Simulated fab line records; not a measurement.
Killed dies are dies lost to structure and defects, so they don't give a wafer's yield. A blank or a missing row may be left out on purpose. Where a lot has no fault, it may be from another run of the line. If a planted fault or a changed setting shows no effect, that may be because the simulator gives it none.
One fault through the eyes of 2 desks | flow gf180mcu | only its own numbers are on each desk; what lay behind them is given at the end

FOR THE TOOL OWNER'S DESK: lithoTrack-03
Per lot that ran on this tool, the mean of the sampled wafers carrying a number, from the tool's own readings at GF_POLY_GATE_SOFTBAKE_06 (time 60 s). If a lot's mean is further than 4 standard deviations from the usual mean, the lot is out of limits and carries the mark OUT (the distance appears in the brackets).
Columns: A = resistLineTempC at GF_POLY_GATE_SOFTBAKE_06, usual 22.99 C; B = runLengthS at GF_POLY_GATE_SOFTBAKE_06, usual 89.26 s
lot  | first seen here | A     | B
L753 | day 9 08:00     | 22.97 | 89.26
L760 | day 11 14:00    | 23.08 | 93.05 (+32) OUT
L761 | day 11 20:00    | 23.05 | 93.04 (+31) OUT
L772 | day 14 20:00    | 22.82 | 89.26
L773 | day 15 07:00    | 22.89 | 89.25
Finding of this desk: L760, L761 out of limits; the first was L760 at day 11 14:00, on runLengthS at GF_POLY_GATE_SOFTBAKE_06. L753, L772, L773 stayed within limits.

AT THE METROLOGY DESK
Lot by lot, what the gauges showed, no matter which tool ran the lot: averages of those sampled wafers that carry a number. If a lot's mean is further than 4 standard deviations from the usual mean, the lot is out of limits and carries the mark OUT (the distance appears in the brackets).
Columns: A = NSD_TW at GF_NSD_TW_MEAS_12, usual 4254
lot  | first seen here | A
L753 | day 13 22:28    | 4289
L752 | day 14 00:11    | 4176
L754 | day 14 15:20    | 4290
L755 | day 15 03:25    | 4165
L756 | day 15 09:54    | 4261
L760 | day 16 18:14    | 4152
L761 | day 17 00:50    | 4162
L766 | day 18 15:08    | 4290
L768 | day 19 10:19    | 4291
L769 | day 19 13:54    | 4267
L770 | day 19 18:46    | 4313
L772 | day 20 11:07    | 4314
L773 | day 20 21:03    | 4328
L774 | day 21 05:17    | 4298
Finding of this desk: none of the 14 lots has anything out of limits.

BROUGHT TOGETHER
The tool owner's desk had the chance to raise an alarm at day 11 14:00 on L760, L761.
At the metrology desk, nothing out of limits was observed.
The metrology desk has L760, L761 on record, within its limits.
Every lot named ran GF_POLY_GATE_SOFTBAKE_06 on lithoTrack-03.

WHAT THE SIMULATOR HAD INSERTED
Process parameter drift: lithoTrack-03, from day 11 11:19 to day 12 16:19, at GF_POLY_GATE_SOFTBAKE_06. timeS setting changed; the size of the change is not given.
Lots struck among those shown: L760, L761.
Each desk's first reading out of limits, in hours after the fault started: the tool owner's desk, 3.
